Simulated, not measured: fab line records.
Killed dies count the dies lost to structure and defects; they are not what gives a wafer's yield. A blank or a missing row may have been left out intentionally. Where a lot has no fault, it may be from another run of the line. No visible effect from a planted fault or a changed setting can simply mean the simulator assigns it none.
Which of the tools did it? + flow sky130 + 13 lots, 39 wafers sampled, at 5 steps of a route of 708

== WHAT THE GAUGES SHOWED, per wafer ==
SKY_VT_ADJUST_PCH_TW_MEAS_10. Usual: VT_ADJUST_PCH_TW gives 143.3 (standard deviation 1.4).
| lot  | measured     | on            | VT_ADJUST_PCH_TW  | flag |
|------|--------------|---------------|-------------------|------|
| L834 | day 10 02:05 | film-metro-01 | 142.3 140.9 142.4 |      |
| L840 | day 11 23:41 | film-metro-01 | 141.5 141.9 141.6 |      |
| L841 | day 12 05:12 | film-metro-04 | 145.2 145.8 145.0 |      |
| L842 | day 12 15:55 | film-metro-02 | 143.2 143.2 142.2 |      |
| L849 | day 15 01:29 | film-metro-04 | 144.6 144.9 145.1 |      |
| L850 | day 15 05:25 | film-metro-01 | 141.0 141.8 141.4 |      |
| L851 | day 15 15:01 | film-metro-02 | 143.2 142.7 142.9 |      |
| L852 | day 15 19:43 | film-metro-02 | 143.1 142.6 143.1 |      |
| L853 | day 16 07:05 | film-metro-01 | 142.4 143.6 143.4 |      |
| L854 | day 16 19:10 | film-metro-04 | 145.7 145.5 145.5 |      |
| L855 | day 17 03:43 | film-metro-01 | 141.9 141.7 142.3 |      |
| L856 | day 17 03:46 | film-metro-04 | 144.7 144.5 144.9 |      |
| L857 | day 17 15:33 | film-metro-04 | 145.1 144.6 145.0 |      |

SKY_SONOS_TUNNEL_CD_MEAS_07: the cd target is 410 nm. Usual: cd-nm 410.4 nm, standard deviation 2.4.
| lot  | measured     | on        | cd-nm (nm)        | flag |
|------|--------------|-----------|-------------------|------|
| L834 | day 10 23:51 | cd-sem-02 | 405.8 406.8 407.7 |      |
| L840 | day 13 00:20 | cd-sem-02 | 409.3 410.7 409.8 |      |
| L841 | day 13 05:08 | cd-sem-01 | 412.4 413.4 412.3 |      |
| L842 | day 13 15:58 | cd-sem-01 | 410.3 408.9 407.4 |      |
| L849 | day 16 04:06 | cd-sem-01 | - - -             | OFF  |
| L850 | day 16 08:50 | cd-sem-02 | - - -             | OFF  |
| L851 | day 16 18:44 | cd-sem-01 | - - -             | OFF  |
| L852 | day 16 23:35 | cd-sem-01 | 413.9 412.4 411.4 |      |
| L853 | day 17 11:47 | cd-sem-01 | 410.3 410.5 411.9 |      |
| L854 | day 18 00:11 | cd-sem-02 | 414.1 413.7 411.7 |      |
| L855 | day 18 08:43 | cd-sem-01 | 408.7 411.0 413.2 |      |
| L856 | day 18 09:01 | cd-sem-01 | 411.0 410.0 410.6 |      |
| L857 | day 18 21:03 | cd-sem-02 | 412.6 412.7 412.8 |      |

SKY_SONOS_ONO_THK_MEAS_01. Usual: SONOS_ONO_OXIDATION_THK gives 2.62 nm (standard deviation 0.053).
| lot  | measured     | on            | SONOS_ONO_OXIDATION_THK (nm) | flag |
|------|--------------|---------------|------------------------------|------|
| L834 | day 11 02:23 | film-metro-01 | 2.63 2.63 2.51               |      |
| L840 | day 13 02:19 | film-metro-01 | 2.50 2.58 2.52               |      |
| L841 | day 13 07:49 | film-metro-03 | 2.60 2.60 2.60               |      |
| L842 | day 13 19:14 | film-metro-03 | 2.66 2.63 2.70               |      |
| L852 | day 17 03:43 | film-metro-02 | 2.65 2.54 2.59               |      |
| L853 | day 17 14:04 | film-metro-03 | 2.62 2.66 2.66               |      |
| L854 | day 18 03:07 | film-metro-03 | 2.61 2.67 2.66               |      |
| L855 | day 18 10:46 | film-metro-02 | 2.70 2.56 2.62               |      |
| L856 | day 18 12:04 | film-metro-01 | 2.64 2.67 2.66               |      |
| L857 | day 18 23:02 | film-metro-01 | 2.61 2.61 2.62               |      |

== EACH LOT AND THE TOOL THAT RAN IT (in order: tool; ch and the chambers of the sampled wafers; start) ==
| lot  | SKY_VT_ADJUST_PCH_STRIP_09           | SKY_SONOS_TUNNEL_COAT_02          |
|------|--------------------------------------|-----------------------------------|
| L834 | plasma-asher-04 ch 0,1, day 10 02:00 | litho-track-02 ch 0, day 10 12:49 |
| L840 | plasma-asher-03 ch 0, day 11 23:34   | litho-track-02 ch 0, day 12 11:50 |
| L841 | plasma-asher-03 ch 0,1, day 12 05:06 | litho-track-04 ch 0, day 12 16:55 |
| L842 | plasma-asher-03 ch 0,1, day 12 15:49 | litho-track-03 ch 0, day 13 03:56 |
| L849 | plasma-asher-04 ch 0,1, day 15 01:22 | litho-track-03, day 15 14:07      |
| L850 | plasma-asher-04 ch 0,1, day 15 05:19 | litho-track-02, day 15 17:58      |
| L851 | plasma-asher-03 ch 0, day 15 14:55   | litho-track-04, day 16 04:46      |
| L852 | plasma-asher-04 ch 1, day 15 19:37   | litho-track-03 ch 0, day 16 09:49 |
| L853 | plasma-asher-04 ch 0,1, day 16 06:58 | litho-track-04 ch 0, day 16 20:32 |
| L854 | plasma-asher-03 ch 0,1, day 16 19:03 | litho-track-03 ch 0, day 17 09:43 |
| L855 | plasma-asher-04 ch 0,1, day 17 03:37 | litho-track-02 ch 0, day 17 18:10 |
| L856 | plasma-asher-03 ch 0,1, day 17 03:40 | litho-track-03 ch 0, day 17 18:11 |
| L857 | plasma-asher-04 ch 0,1, day 17 15:26 | litho-track-02 ch 0, day 18 05:23 |
- SKY_VT_ADJUST_PCH_STRIP_09: strips in O2/N2.
- SKY_SONOS_TUNNEL_COAT_02: resist thk 1140 nm.

== AS READ BY THE TOOLS THEMSELVES (means over the sampled wafers that have a number; for cases with no such wafer, the mark the record gives instead) ==
SKY_VT_ADJUST_PCH_STRIP_09. Usual: drypump-motor-current-A 5.6 A, standard deviation 0.38; oes-product-au 0.722 a.u., standard deviation 0.0041; strip-time-to-endpoint-s 36.90 s, standard deviation 0.097.
| lot  | tool            | drypump-motor-current-A (A) | oes-product-au (a.u.) | strip-time-to-endpoint-s (s) | flag |
|------|-----------------|-----------------------------|-----------------------|------------------------------|------|
| L834 | plasma-asher-04 | 5.2                         | 0.722                 | 36.77                        |      |
| L840 | plasma-asher-03 | 6.0                         | 0.718                 | 36.89                        |      |
| L841 | plasma-asher-03 | 5.9                         | 0.722                 | 36.92                        |      |
| L842 | plasma-asher-03 | 5.9                         | 0.725                 | 36.93                        |      |
| L849 | plasma-asher-04 | 5.2                         | 0.723                 | 36.89                        |      |
| L850 | plasma-asher-04 | 5.4                         | 0.720                 | 36.93                        |      |
| L851 | plasma-asher-03 | 6.0                         | 0.722                 | 36.86                        |      |
| L852 | plasma-asher-04 | 5.6                         | 0.718                 | 37.09                        |      |
| L853 | plasma-asher-04 | 5.4                         | 0.718                 | 36.87                        |      |
| L854 | plasma-asher-03 | 6.0                         | 0.724                 | 36.84                        |      |
| L855 | plasma-asher-04 | 5.2                         | 0.721                 | 36.90                        |      |
| L856 | plasma-asher-03 | 6.0                         | 0.720                 | 36.90                        |      |
| L857 | plasma-asher-04 | 5.2                         | 0.723                 | 37.04                        |      |

SKY_SONOS_TUNNEL_COAT_02. Usual: chill-plate-temp-C 23.01 C, standard deviation 0.11; dispense-pressure-kPa 47.5 kPa, standard deviation 1.3.
| lot  | tool           | chill-plate-temp-C (C) | dispense-pressure-kPa (kPa) | flag |
|------|----------------|------------------------|-----------------------------|------|
| L834 | litho-track-02 | 23.01                  | 46.3                        |      |
| L840 | litho-track-02 | 23.06                  | 46.3                        |      |
| L841 | litho-track-04 | 23.01                  | 49.5                        |      |
| L842 | litho-track-03 | 22.93                  | 47.0                        |      |
| L849 | litho-track-03 | -                      | -                           | OFF  |
| L850 | litho-track-02 | -                      | -                           | OFF  |
| L851 | litho-track-04 | -                      | -                           | OFF  |
| L852 | litho-track-03 | 23.04                  | 47.2                        |      |
| L853 | litho-track-04 | 22.98                  | 49.6                        |      |
| L854 | litho-track-03 | 23.04                  | 47.1                        |      |
| L855 | litho-track-02 | 23.02                  | 46.4                        |      |
| L856 | litho-track-03 | 23.01                  | 47.2                        |      |
| L857 | litho-track-02 | 22.95                  | 46.4                        |      |

== THE ANSWER, worked out from the rows above alone ==
Rule: a lot counts as off when the mean over its wafers that have a number is more than 3 standard deviations away from the usual mean. Also off: a lot with no number at a reading for which 4 or more lots have one. Where the step has rows for the other lots, those lots are counted as sound. First the gauges in route order, then the tools' own readings, where a lot's mean is used as printed above. The first step at which some lot is off is used, and at that step the reading that is off furthest; a lot without a number counts as furthest.
Off, at SKY_SONOS_TUNNEL_CD_MEAS_07 on cd-nm: L849, L850, L851. Without a number there: L849, L850, L851.
If a tool, at a process step before that reading, ran all the lots that are off and no sound lot after the first of them, it fits. The gauges at SKY_SONOS_TUNNEL_CD_MEAS_07 aren't tried: what is off there is off at SKY_SONOS_TUNNEL_COAT_02 too, on other tools, and a gauge's error can't cause that. Not one of the candidates tried fits.

== WHAT THE SIMULATOR HAD INSERTED ==
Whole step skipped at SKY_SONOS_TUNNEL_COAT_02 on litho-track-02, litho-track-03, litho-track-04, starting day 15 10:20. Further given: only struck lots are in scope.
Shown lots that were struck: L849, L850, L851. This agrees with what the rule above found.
